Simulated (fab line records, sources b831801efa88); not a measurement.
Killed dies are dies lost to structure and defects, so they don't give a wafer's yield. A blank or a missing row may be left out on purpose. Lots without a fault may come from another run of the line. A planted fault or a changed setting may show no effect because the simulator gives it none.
Tool commonality check | flow sky130 | 15 lots, 45 wafers sampled

WHY IT WAS OPENED
At SKY_RES_XHIGH_TW_MEAS_09 the reading RES_XHIGH_TW is flagged on 3 of 15 lots. Wafers without a fault read 1636, standard deviation 15.
Rule: a lot is flagged when every wafer of it that has a number lies more than 4 standard deviations from that mean, or none has a number. The other lots count as sound.

lot  | measured     | on            | RES_XHIGH_TW, wafer by wafer | flag
L376 | day 27 01:28 | film_metro-03 | 1643 1637 1635               |
L377 | day 27 10:17 | film_metro-01 | 1618 1619 1623               |
L380 | day 29 06:13 | film_metro-01 | 1620 1622 1624               |
L382 | day 30 00:46 | film_metro-02 | 1650 1649 1635               |
L384 | day 31 00:19 | film_metro-01 | 1628 1619 1606               |
L385 | day 31 00:36 | film_metro-01 | 1617 1620 1617               |
L390 | day 31 21:43 | film_metro-03 | 1638 1647 1640               |
L391 | day 31 22:07 | film_metro-02 | 30 30 30                     | FLAGGED
L392 | day 32 06:25 | film_metro-01 | 30 30 30                     | FLAGGED
L393 | day 32 15:16 | film_metro-03 | 30 30 30                     | FLAGGED
L394 | day 33 06:15 | film_metro-03 | 1637 1646 1644               |
L395 | day 34 00:22 | film_metro-03 | 1657 1653 1643               |
L397 | day 34 00:26 | film_metro-02 | 1667 1653 1667               |
L396 | day 34 02:43 | film_metro-01 | 1626 1628 1620               |
L398 | day 34 10:24 | film_metro-01 | 1628 1628 1626               |
The numbers of the flagged lots are 30 on average: -1606 against the usual, or -99 or more standard deviations.

WHICH TOOL RAN EACH LOT
The record holds 2 process steps before the reading, out of a route of 708 steps. In each cell: the tool, then ch and the chambers that the sampled wafers went through, then the start.
lot  | flag    | SKY_SD_P_STRIP_10                    | SKY_RES_XHIGH_STRIP_08
L376 |         | plasma_asher-03 ch 0,1, day 25 19:52 | plasma_asher-04 ch 0,1, day 27 01:22
L377 |         | plasma_asher-02 ch 0,1, day 26 05:18 | plasma_asher-03 ch 0,1, day 27 10:12
L380 |         | plasma_asher-03 ch 0,1, day 28 02:12 | plasma_asher-01 ch 0,1, day 29 06:08
L382 |         | plasma_asher-03 ch 0, day 28 21:07   | plasma_asher-01 ch 0,1, day 30 00:40
L384 |         | plasma_asher-02 ch 0,1, day 29 20:37 | plasma_asher-01 ch 0,1, day 31 00:12
L385 |         | plasma_asher-03 ch 0,1, day 29 20:55 | plasma_asher-03 ch 0,1, day 31 00:30
L390 |         | plasma_asher-03 ch 0,1, day 30 17:57 | plasma_asher-01 ch 0,1, day 31 21:38
L391 | FLAGGED | plasma_asher-02 ch 0,1, day 30 18:13 | plasma_asher-03 ch 0,1, day 31 22:01
L392 | FLAGGED | plasma_asher-02 ch 0,1, day 31 02:39 | plasma_asher-03 ch 0,1, day 32 06:20
L393 | FLAGGED | plasma_asher-03 ch 0,1, day 31 12:58 | plasma_asher-04 ch 0,1, day 32 15:09
L394 |         | plasma_asher-02 ch 0,1, day 32 03:34 | plasma_asher-03 ch 0,1, day 33 06:09
L395 |         | plasma_asher-04 ch 0,1, day 32 21:40 | plasma_asher-03 ch 0, day 34 00:16
L397 |         | plasma_asher-02 ch 0,1, day 32 21:58 | plasma_asher-04 ch 1, day 34 00:19
L396 |         | plasma_asher-04 ch 0,1, day 32 23:55 | plasma_asher-03 ch 0,1, day 34 02:37
L398 |         | plasma_asher-04 ch 0,1, day 33 07:19 | plasma_asher-04 ch 0,1, day 34 10:18
What these steps do:
- SKY_SD_P_STRIP_10: strips in O2/N2.
- SKY_RES_XHIGH_STRIP_08: strips in O2/N2.
- SKY_RES_XHIGH_TW_MEAS_09

FLAGGED OVER TOTAL, TOOL BY TOOL (the gauges that took the reading come last)
step                     | tool            | lots run | flagged | share of the flagged lots | sound lots run after its first flagged lot
SKY_SD_P_STRIP_10        | plasma_asher-02 | 6        | 2       | some                      | 2 (L394,L397)
SKY_SD_P_STRIP_10        | plasma_asher-03 | 6        | 1       | some                      | 0
SKY_SD_P_STRIP_10        | plasma_asher-04 | 3        | 0       | none                      | -
SKY_RES_XHIGH_STRIP_08   | plasma_asher-01 | 4        | 0       | none                      | -
SKY_RES_XHIGH_STRIP_08   | plasma_asher-03 | 7        | 2       | some                      | 3 (L394,L395,L396)
SKY_RES_XHIGH_STRIP_08   | plasma_asher-04 | 4        | 1       | some                      | 2 (L397,L398)
SKY_RES_XHIGH_TW_MEAS_09 | film_metro-01   | 7        | 1       | some                      | 2 (L396,L398)
SKY_RES_XHIGH_TW_MEAS_09 | film_metro-02   | 3        | 1       | some                      | 1 (L397)
SKY_RES_XHIGH_TW_MEAS_09 | film_metro-03   | 5        | 1       | some                      | 2 (L394,L395)

WHAT THE TABLE ALLOWS
No row of the table ran every flagged lot.

WHAT THE SIMULATOR HAD PUT IN
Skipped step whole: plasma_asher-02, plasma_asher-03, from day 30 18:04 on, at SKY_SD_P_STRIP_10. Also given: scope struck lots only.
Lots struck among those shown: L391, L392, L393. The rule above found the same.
